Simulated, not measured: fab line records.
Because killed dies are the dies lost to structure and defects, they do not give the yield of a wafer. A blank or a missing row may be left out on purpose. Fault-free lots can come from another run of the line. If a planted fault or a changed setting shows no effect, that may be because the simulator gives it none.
One fault seen from 2 desks | flow sky130 | what lay behind the numbers comes last; until then each desk has only its own

THE TOOL OWNER'S DESK: iline stepper-02
The tool's own readings at SKY_VT_ADJUST_HVTP_EXPOSE_04 (exposes mask HVTPM, target cd 380 nm): means of the sampled wafers that have a number, for each lot that ran on this tool. The brackets show how far a lot's mean lies from the usual mean; more than 4 standard deviations puts the lot out of limits, marked OUT.
Columns: A = exposure dose mJ cm2 at SKY_VT_ADJUST_HVTP_EXPOSE_04, usual 141.60
lot  | first seen here | A
L732 | day 6 01:15     | 141.66
L733 | day 6 05:30     | 141.63
L734 | day 6 13:25     | 141.75
L735 | day 6 19:20     | 141.67
L739 | day 7 17:20     | 141.49
L741 | day 8 06:18     | 141.69
L746 | day 9 20:17     | 124.62 (-99 or more) OUT
L747 | day 9 22:16     | 124.59 (-99 or more) OUT
L749 | day 10 10:59    | 131.12 (-81) OUT
This desk's verdict: out of limits on L746, L747, L749, starting with L746 at day 9 20:17 (exposure dose mJ cm2 at SKY_VT_ADJUST_HVTP_EXPOSE_04). L732, L733, L734, L735, L739, L741: within limits.

FROM THE METROLOGY DESK
Means of the sampled wafers that have a number, per lot and without regard to the tool the lot ran on: this is what the gauges read. The brackets show how far a lot's mean lies from the usual mean; more than 4 standard deviations puts the lot out of limits, marked OUT.
Columns: A = FIELD_ISO_OXIDATION_01_THK at SKY_FIELD_ISO_THK_MEAS_23, usual 10.14 nm; B = cd nm at SKY_VT_ADJUST_HVTP_CD_MEAS_07, usual 379.3 nm; C = VT_ADJUST_LVTN_OVL at SKY_VT_ADJUST_LVTN_OVL_MEAS_07, usual 0.7 nm
lot  | first seen here | A     | B                | C
L732 | day 2 14:49     | 9.98  | 380.8            | -0.7
L733 | day 2 18:29     | 10.11 | 374.4            | 2.2
L734 | day 2 23:50     | 10.33 | 380.0            | 2.0
L735 | day 3 04:48     | 9.85  | 379.6            | 3.0
L737 | day 3 14:05     | 9.94  | 376.3            | 1.8
L738 | day 3 20:02     | 9.95  | 381.7            | 1.6
L739 | day 3 23:56     | 10.19 | 377.2            | 0.7
L740 | day 4 08:08     | 10.15 | 383.4            | 3.2
L741 | day 4 12:12     | 10.30 | 378.2            | -0.3
L745 | day 5 08:28     | 10.30 | 379.1            | -1.0
L746 | day 5 18:41     | 10.15 | 344.6 (-14) OUT  | -0.6
L747 | day 5 18:41     | 10.21 | 342.2 (-15) OUT  | -0.0
L749 | day 6 06:10     | 10.12 | 356.4 (-9.6) OUT | 1.4
L750 | day 6 11:07     | 10.48 | 383.0            | 1.5
L753 | day 7 01:46     | 10.14 | 382.6            | 1.1
This desk's verdict: out of limits on L746, L747, L749, starting with L746 at day 10 07:18 (cd nm at SKY_VT_ADJUST_HVTP_CD_MEAS_07). L732, L733, L734, L735, L737, L738, L739, L740, L741, L745, L750, L753: within limits.

PUT TOGETHER
The tool owner's desk could have raised an alarm at day 9 20:17, on L746, L747, L749.
L746, L747, L749 would have let the metrology desk raise an alarm at day 10 07:18.
The lots listed all ran SKY_VT_ADJUST_HVTP_EXPOSE_04 on iline stepper-02.

WHAT THE SIMULATOR HAD PUT IN
Process parameters drifting: iline stepper-02 at SKY_VT_ADJUST_HVTP_EXPOSE_04, beginning at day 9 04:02. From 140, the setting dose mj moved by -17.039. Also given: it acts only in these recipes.
Struck lots among those shown: L746, L747, L749.
Counting hours from when the fault started, the first reading out of limits came at 16 for the tool owner's desk and at 27 for the metrology desk.
